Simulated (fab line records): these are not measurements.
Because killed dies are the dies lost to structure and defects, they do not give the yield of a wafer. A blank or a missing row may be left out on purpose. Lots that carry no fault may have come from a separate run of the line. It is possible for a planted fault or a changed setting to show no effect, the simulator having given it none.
Matching of chambers ; flow gf180mcu ; GF_CONTACT_CMP_27 on cmp-01: 4 sister chambers
The step polishes, stops on SiO2, t overpolish 15 s, target thk 0 nm. 20 wafers are shown with their chamber, then 9 later ones without.

EACH WAFER AND ITS CHAMBER
wafer;chamber;motorCurrentA (A);timeToEndpointS (s)
L841.2;3;12.4;75
L841.4;1;12.1;77
L841.6;2;10.3;72
L843.1;1;11.7;75
L843.2;3;12.0;77
L843.4;0;11.2;76
L846.1;0;10.8;70
L846.2;1;11.0;68
L846.3;2;10.4;67
L848.3;1;12.2;72
L848.4;2;10.5;65
L848.6;0;11.2;69
L849.1;2;11.2;66
L849.3;0;10.8;69
L849.4;3;12.0;70
L850.3;3;12.3;70
L850.5;1;12.2;71
L850.6;2;10.9;69
L852.1;1;12.1;71
L852.5;1;12.5;74

SIGNATURES (means of the wafers above)
reading;chamber 0;chamber 1;chamber 2;chamber 3;scatter within a chamber
motorCurrentA;11.000;11.971;10.660;12.175;0.379
timeToEndpointS;71.00;72.57;67.80;73.00;3.13
Rule: distance of a wafer from a chamber = root of the sum over the readings of ((wafer's reading minus chamber's mean) / reading's scatter) squared. The wafer belongs to the nearest chamber; if the next one is less than 2 further off, it can't be placed. The scatter: take each reading less its chamber's mean, square it, sum over the shown wafers, divide by the number of wafers less the number of chambers, and take the root.

WAFERS WHOSE CHAMBER IS MISSING
wafer;motorCurrentA (A);timeToEndpointS (s)
L852.6;10.5;70
L853.3;10.8;79
L853.5;10.9;78
L853.6;12.2;68
L854.2;12.5;71
L854.5;10.6;75
L862.3;10.7;71
L862.5;11.4;74
L862.6;10.6;73

WHICH CHAMBER EACH WENT THROUGH
wafer;from the rows above;in truth
L852.6;can't be placed: 2 or 0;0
L853.3;can't be placed: 0 or 2 or 1 or 3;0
L853.5;can't be placed: 0 or 1 or 2 or 3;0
L853.6;can't be placed: 1 or 3 or 0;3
L854.2;can't be placed: 3 or 1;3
L854.5;can't be placed: 0 or 2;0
L862.3;can't be placed: 0 or 2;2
L862.5;can't be placed: 0 or 1 or 3 or 2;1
L862.6;can't be placed: 0 or 2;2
Correct placement for 0 of the 9. Can't be placed from these rows: 9 (the true chamber is among the candidates in 9). 0 placed wrongly.
